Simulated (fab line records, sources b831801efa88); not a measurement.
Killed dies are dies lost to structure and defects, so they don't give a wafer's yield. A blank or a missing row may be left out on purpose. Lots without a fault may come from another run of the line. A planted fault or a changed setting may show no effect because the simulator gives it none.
Problem report in the 8D (eight disciplines) form, filled by code | flow sky130 | the parts of the form that need people (team, actions taken, sign-off) are left out

1. THE PROBLEM
run_length_s at SKY_METAL2_SOFTBAKE_11 reads a mean of 116.09 s on 6 wafers of 2 lots; wafers without a fault read 119.08 s with a standard deviation of 0.16. That is -19 standard deviations from the usual mean.
The step: time 90 s.
First seen on wafer L256.3, day 40 01:00, on litho_track-04. The record holds 36 wafers of 12 lots with a number at this step. Rule for "out", or "out of limits": more than 4 standard deviations from the usual mean. The other wafers with a number count as sound.

2. WHAT IT IS AND WHAT IT IS NOT
question                    | is                                 | is not
which readings at this step | run_length_s, heater_power_total_W | exhaust_pa
which lots                  | L256, L257                         | L239, L240, L241, L244, L245, L246, L247, L249, L250, L252
which wafers of those lots  | all that have a number             | -
read on which tools         | litho_track-04                     | litho_track-02, litho_track-03
when                        | from day 40 01:00                  | up to then (30 sound wafers)

3. SUSPECTS, AND WHAT RULES EACH OUT
Counting: a tool at a process step up to the reading stays a suspect if it ran every lot that is out and no sound lot after the first of them.
- litho_track-04 at SKY_METAL2_SOFTBAKE_11 (time 90 s): kept. It ran every lot that is out, first L256 (day 40 01:00), and no sound lot after that; its last sound lot up to then is L252 (day 38 22:00). Its own readings are out on those wafers: heater_power_total_W, run_length_s.
Left after counting: litho_track-04 at SKY_METAL2_SOFTBAKE_11.

4. THE CAUSE (what the simulator had put in)
Process parameter drift: litho_track-04, from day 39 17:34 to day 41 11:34, at SKY_METAL2_SOFTBAKE_11. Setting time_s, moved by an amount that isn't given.
Counting left only this tool.

5. THE CHAIN OF EFFECTS, in route order
Each row: a reading whose mean over the struck wafers that have a number lies more than 3 standard deviations from the usual. Only readings for which the record gives a usual standard deviation are gone through. hours: the time from each lot's start at the first step in this table that gives one to its start at this step, as a median over the lots. sigmas: the change in usual standard deviations.
hours | step                   | reading              | usual    | on struck wafers | change | sigmas
0     | SKY_METAL2_SOFTBAKE_11 | heater_power_total_W | 57.36 W  | 58.03            | +0.67  | +6.1
0     | SKY_METAL2_SOFTBAKE_11 | run_length_s         | 119.08 s | 116.09           | -2.98  | -19
The process steps in it:
- SKY_METAL2_SOFTBAKE_11: time 90 s.
Later measuring or inspecting steps at which every struck wafer that the step has a row for has a number for every such reading, and none has moved that far: SKY_METAL2_OVL_MEAS_16.

6. WHAT WOULD HAVE CAUGHT IT SOONER
In this record the first reading out of limits was taken at day 40 01:00, 7 hours after the fault began at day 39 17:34.
